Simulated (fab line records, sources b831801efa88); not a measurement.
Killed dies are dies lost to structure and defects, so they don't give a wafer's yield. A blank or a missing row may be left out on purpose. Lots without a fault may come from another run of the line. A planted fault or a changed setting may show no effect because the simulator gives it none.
A struck lot beside a sound one | flow sky130 | 35 steps out of a route of 708
Sound: wafers L375.2, L375.4, L375.6. Struck: wafers L384.1, L384.3, L384.4. The cause comes at the end.
At each step with rows: each side's tool, then ch and its chambers, then its first start. Under that, the readings that differ: sound wafers | struck wafers | difference of the means | sigmas: that difference in standard deviations of wafers without a fault.
alike: readings whose means differ by less than 2 such deviations, and words and numbers that are the same on both sides. not compared: withheld readings, readings that some wafer has no value for, bounds like >300 that may hide the same value, and numbers for which the record gives no deviation and whose values overlap.
The two part at a step that has a row with sigmas, a row that says differs or no value, or rows on one side only. Numbers that don't overlap but have no deviation are shown without sigmas and don't part them. A reading that every wafer of one side lacks parts them only if that side has two wafers or more.

SKY_SD_P_CD_MEAS_07: target cd 380 nm.
  sound on cd_sem-01, day 28 17:55; struck on cd_sem-02, day 31 16:59
  alike: cd_nm
SKY_SD_P_OVL_MEAS_08:
  sound on overlay-02, day 28 18:01; struck on overlay-02, day 31 17:07
  alike: SD_P_OVL
then, 1 step without rows for these wafers: SKY_SD_P_IMPLANT_09.
SKY_SD_P_STRIP_10: strips in O2/N2.
  sound on plasma_asher-04 ch 0, day 28 18:12; struck on plasma_asher-04 ch 0,1, day 31 17:18
  alike: chamber_pressure_mTorr, drypump_motor_current_A, oes_product_au, strip_time_to_endpoint_s
  not compared: rf_hours_counter_h
SKY_SD_P_TW_MEAS_11:
  sound on film_metro-04, day 28 18:19; struck on film_metro-03, day 31 17:24
  reading | sound          | struck         | difference | sigmas
  SD_P_TW | 2779 2781 2776 | 2834 2824 2836 | +53        | +3
then, 7 steps without rows for these wafers: SKY_RES_XHIGH_DEHYDRATE_00 (time 60 s); SKY_RES_XHIGH_HMDS_01 (prime time 60 s); SKY_RES_XHIGH_COAT_02 (resist thk 1140 nm); SKY_RES_XHIGH_SOFTBAKE_03 (time 60 s); SKY_RES_XHIGH_EXPOSE_04 (exposes mask URPM, target cd 1270 nm); SKY_RES_XHIGH_PEB_05; SKY_RES_XHIGH_DEVELOP_06 (develop time 60 s).
SKY_RES_XHIGH_IMPLANT_07:
  sound on implanter-03 ch 0, day 29 21:09; struck on implanter-03 ch 0, day 32 20:53
  reading       | sound                         | struck                        | difference | sigmas
  beam_on_s (s) | 37.3 37.5 38.8                | 24.5 24.2 24.4                | -13.5      | -5
  dose_ions_cm2 | 3.595e+14 3.597e+14 3.597e+14 | 2.252e+14 2.259e+14 2.253e+14 | -1.342e+14 | -99 or more
  alike: tilt_deg
SKY_RES_XHIGH_STRIP_08: strips in O2/N2.
  sound on plasma_asher-03 ch 0,1, day 29 21:17; struck on plasma_asher-04 ch 0,1, day 32 21:02
  reading                      | sound             | struck            | difference | sigmas
  strip_time_to_endpoint_s (s) | 14.25 14.27 14.29 | 14.16 14.20 14.15 | -0.10      | -2
  alike: chamber_pressure_mTorr, drypump_motor_current_A, oes_product_au
  not compared: rf_hours_counter_h
SKY_RES_XHIGH_TW_MEAS_09:
  sound on film_metro-02, day 29 21:23; struck on film_metro-03, day 32 21:08
  reading      | sound          | struck         | difference | sigmas
  RES_XHIGH_TW | 1617 1623 1626 | 1426 1432 1426 | -194       | -18
then, 7 steps without rows for these wafers: SKY_SD_N_DEHYDRATE_00 (time 60 s); SKY_SD_N_HMDS_01 (prime time 60 s); SKY_SD_N_COAT_02 (resist thk 1140 nm); SKY_SD_N_SOFTBAKE_03 (time 60 s); SKY_SD_N_EXPOSE_04 (exposes mask NSDM, target cd 380 nm); SKY_SD_N_PEB_05; SKY_SD_N_DEVELOP_06 (develop time 60 s).
SKY_SD_N_CD_MEAS_07: target cd 380 nm.
  sound on cd_sem-02, day 31 01:15; struck on cd_sem-02, day 33 23:50
  alike: cd_nm
SKY_SD_N_OVL_MEAS_08:
  sound on overlay-01, day 31 01:21; struck on overlay-01, day 33 23:58
  alike: SD_N_OVL
then, 2 steps without rows for these wafers: SKY_SD_N_IMPLANT_09; SKY_SD_N_IMPLANT_10.
SKY_SD_N_STRIP_11: strips in O2/N2.
  sound on plasma_asher-01 ch 1, day 31 01:41; struck on plasma_asher-03 ch 0,1, day 34 00:17
  alike: chamber_pressure_mTorr, drypump_motor_current_A, oes_product_au, strip_time_to_endpoint_s
  not compared: rf_hours_counter_h
SKY_SD_N_TW_MEAS_12:
  sound on film_metro-03, day 31 01:47; struck on film_metro-04, day 34 00:23
  reading | sound          | struck         | difference | sigmas
  SD_N_TW | 3992 4003 3992 | 3919 3926 3923 | -73        | -2
then, 1 step without rows for these wafers: SKY_SD_N_CLEAN_13 (cleans in SC1/SC2, time 150 s).
SKY_SD_N_RTA_14: time 2 s.
  sound on rtp_anneal-02 ch 0, day 31 01:54; struck on rtp_anneal-01 ch 0, day 34 00:30
  alike: lamp_power_pct, wafer_temp_C_max
SKY_SD_N_RS_MEAS_16: measures by four-point-probe.
  sound on film_metro-02, day 31 02:05; struck on film_metro-02, day 34 00:41
  alike: SD_N_RS
SKY_SD_N_RS_MEAS_17: measures by four-point-probe.
  sound on film_metro-02, day 31 02:13; struck on film_metro-02, day 34 00:48
  alike: SD_P_RS
SKY_SD_N_RS_MEAS_18: measures by four-point-probe.
  sound on film_metro-02, day 31 02:20; struck on film_metro-02, day 34 00:55
  reading               | sound             | struck            | difference | sigmas
  RES_XHIGH_RS (ohm/sq) | 333.6 332.5 332.4 | 483.1 483.5 484.5 | +150.9     | +99 or more
then, 1 step without rows for these wafers: SKY_SALICIDE_CLEAN_00 (cleans in HF-last, time 30 s).
-- the record jumps here: 16 days lie between the struck wafers' starts before and after (it left off in module SALICIDE and takes up again in module PAD_OPEN, whose first step shown is number 708 of the route) --
SKY_PAD_OPEN_PROBE_99:
  sound on prober-02, day 47 23:51; struck on prober-01, day 50 00:55
  reading                                            | sound               | struck                        | difference | sigmas
  model.etest.res_xhigh_po.line_ohm_um               | 5630 5533 5595      | 1.561e+04 1.624e+04 1.535e+04 | +1.015e+04 |
  model.etest.res_xhigh_po.rs_ohm_sq                 | 1930 1937 1985      | 5431 5716 5342                | +3546      |
  model.etest.res_xhigh_po.rs_ohm_sq_range           | 50.43 66.96 66.52   | 406 500 329.9                 | +351       |
  model.etest.res_xhigh_po.rs_ohm_sq_rim_less_centre | -36.81 -44.6 -43.12 | 363.3 367.3 288.1             | +381.1     |
  alike: killed_at_M0_to_M3, killed_at_M4_up, killed_at_contacts, killed_at_front_end, killed_at_other, killed_dies, killed_open, killed_short

WHERE THEY PART
First at SKY_SD_P_TW_MEAS_11; last, within this record, at SKY_SD_N_RS_MEAS_18. Later steps at which nothing parts them and some readings are alike: SKY_PAD_OPEN_PROBE_99.

WHY: what the simulator had put in
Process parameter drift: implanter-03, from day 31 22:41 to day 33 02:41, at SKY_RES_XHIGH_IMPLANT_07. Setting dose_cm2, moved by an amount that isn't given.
